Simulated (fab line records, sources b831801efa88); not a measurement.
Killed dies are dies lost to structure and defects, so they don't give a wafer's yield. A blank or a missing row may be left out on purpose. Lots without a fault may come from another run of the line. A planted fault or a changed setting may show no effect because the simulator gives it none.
Chamber matching | flow gf180mcu | GF_V4_CMP_04 on cmp-02: 4 sister chambers
The step polishes SiO2. 14 wafers are shown with their chamber, then 7 later ones without.

WAFERS WITH THEIR CHAMBER
wafer  | chamber | motor_current_A (A) | time_to_endpoint_s (s)
L942.4 | 1       | 11.7                | 87
L942.5 | 1       | 12.1                | 88
L942.6 | 2       | 11.5                | 86
L947.1 | 0       | 10.8                | 74
L947.3 | 2       | 10.6                | 75
L947.5 | 0       | 10.4                | 82
L952.1 | 3       | 11.2                | 86
L952.3 | 0       | 10.7                | 77
L952.6 | 2       | 12.0                | 79
L953.1 | 1       | 11.7                | 76
L953.4 | 2       | 11.4                | 83
L953.6 | 2       | 11.4                | 81
L954.2 | 2       | 11.6                | 73
L954.3 | 0       | 11.0                | 79

SIGNATURES (means of the wafers above)
reading            | chamber 0 | chamber 1 | chamber 2 | chamber 3 | scatter within a chamber
motor_current_A    | 10.725    | 11.833    | 11.417    | 11.200    | 0.366
time_to_endpoint_s | 78.00     | 83.67     | 79.50     | 86.00     | 4.92
Rule: a wafer's distance from a chamber is the root of the sum, over the readings, of the square of ((its reading less the chamber's mean) divided by the reading's scatter). The wafer belongs to the nearest chamber; if the next one is less than 2 further off, it can't be placed. The scatter: the root of (the sum of the squares of (reading less its chamber's mean) over the shown wafers, divided by (wafers less chambers)).

WAFERS WITHOUT THEIR CHAMBER
wafer  | motor_current_A (A) | time_to_endpoint_s (s)
L954.5 | 10.4                | 75
L962.3 | 11.0                | 70
L962.4 | 10.9                | 81
L962.5 | 10.9                | 81
L963.1 | 10.8                | 72
L963.3 | 11.6                | 76
L963.6 | 10.9                | 91

WHICH CHAMBER EACH WENT THROUGH
wafer  | from the rows above               | in truth
L954.5 | can't be placed: 0 or 2           | 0
L962.3 | can't be placed: 0 or 2 or 3 or 1 | 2
L962.4 | can't be placed: 0 or 3 or 2 or 1 | 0
L962.5 | can't be placed: 0 or 3 or 2 or 1 | 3
L963.1 | can't be placed: 0 or 2 or 3      | 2
L963.3 | can't be placed: 2 or 1 or 3 or 0 | 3
L963.6 | can't be placed: 3 or 0 or 2 or 1 | 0
Placed correctly: 0 of 7. Can't be placed from these rows: 7 (the true chamber is among the candidates in 7). Placed wrongly: 0.
